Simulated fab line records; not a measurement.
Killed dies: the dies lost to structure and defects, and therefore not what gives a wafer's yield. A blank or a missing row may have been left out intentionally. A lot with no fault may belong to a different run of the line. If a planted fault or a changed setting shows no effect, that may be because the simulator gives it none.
Matching of chambers ; flow gf180mcu ; GF_V3_CMP_04 on cmp-02: 4 sister chambers
The step polishes SiO2. 8 wafers are shown with their chamber, then 8 later ones without.

== WAFERS PAIRED WITH THEIR CHAMBERS ==
wafer;chamber;time to endpoint s (s);edge zone pressure frac
L528.5;2;78;1.007
L540.1;3;79;1.008
L540.2;0;84;0.998
L540.3;1;80;1.002
L543.1;1;73;1.005
L543.2;2;79;1.006
L543.4;0;87;1.000
L547.2;3;72;1.004

== WAFERS WITHOUT THEIR CHAMBER ==
wafer;time to endpoint s (s);edge zone pressure frac
L547.4;87;0.999
L547.5;80;0.999
L548.3;82;1.001
L548.4;82;0.997
L548.6;83;0.996
L549.1;79;0.997
L549.3;77;1.000
L549.4;78;0.999

== WHICH CHAMBER EACH WENT THROUGH ==
wafer;from the rows above;in truth
L547.4;0;0
L547.5;can't be placed: 0 or 1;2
L548.3;can't be placed: 0 or 1 or 2 or 3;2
L548.4;0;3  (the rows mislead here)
L548.6;0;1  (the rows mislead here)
L549.1;can't be placed: 0 or 1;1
L549.3;can't be placed: 1 or 0 or 3 or 2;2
L549.4;can't be placed: 0 or 1 or 3 or 2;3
Placed correctly: 1 of 8. From these rows, 5 cannot be placed; in 4 the true chamber is one of the candidates. 2 placed wrongly.
How it was worked out, from the rows above alone: a wafer's distance from a chamber is the root of the sum, over the readings, of the square of ((its reading less the chamber's mean) divided by the reading's scatter). If the next closest chamber is less than 2 further off than the closest, the wafer can't be placed; otherwise it belongs to the closest. A chamber's mean is the mean of its shown wafers. The scatter: the root of (the sum of the squares of (reading less its chamber's mean) over the shown wafers, divided by (wafers less chambers)).
